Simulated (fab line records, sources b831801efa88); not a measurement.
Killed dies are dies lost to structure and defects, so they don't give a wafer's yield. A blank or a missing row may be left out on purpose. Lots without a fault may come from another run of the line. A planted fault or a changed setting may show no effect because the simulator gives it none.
Which tool did it? | flow sky130 | 6 lots, 18 wafers sampled, at 1 step of a route of 708

WHAT THE GAUGES READ, wafer by wafer
SKY_VT_ADJUST_NCORE_CD_MEAS_07: target cd 380 nm.
lot  | measured     | on        | cd_nm (nm)
L762 | day 9 04:22  | cd_sem-01 | 380.3 374.7 376.1
L765 | day 10 01:40 | cd_sem-02 | 380.0 382.3 379.0
L771 | day 11 17:34 | cd_sem-02 | 381.1 379.7 376.7
L774 | day 12 13:59 | cd_sem-02 | 381.3 383.7 385.1
L781 | day 14 20:32 | cd_sem-02 | 373.6 377.3 376.8
L782 | day 15 07:36 | cd_sem-02 | 378.3 379.2 380.6

WHICH TOOL RAN EACH LOT (tool, then ch and the chambers of the sampled wafers, then the start)
The record holds no process step before these readings.

THE ANSWER, worked out from the rows above alone
Rule: what is usual is taken from the lots themselves. Put in order of their means at a reading, lots are off if they are a third of the lots or fewer, leave a main group of 4 or more, and stand apart from it by a gap of 3 or more times the standard deviation of the main group's means; of several such gaps the widest counts. A main group whose means are all the same, to the digits that the tables above print for the reading, isn't used. A lot without any number at a reading at which 4 lots or more have one is off too. The other lots that the step has rows for count as sound.
No lot is off at any reading shown: from this, nothing can be told.

WHAT THE SIMULATOR HAD PUT IN
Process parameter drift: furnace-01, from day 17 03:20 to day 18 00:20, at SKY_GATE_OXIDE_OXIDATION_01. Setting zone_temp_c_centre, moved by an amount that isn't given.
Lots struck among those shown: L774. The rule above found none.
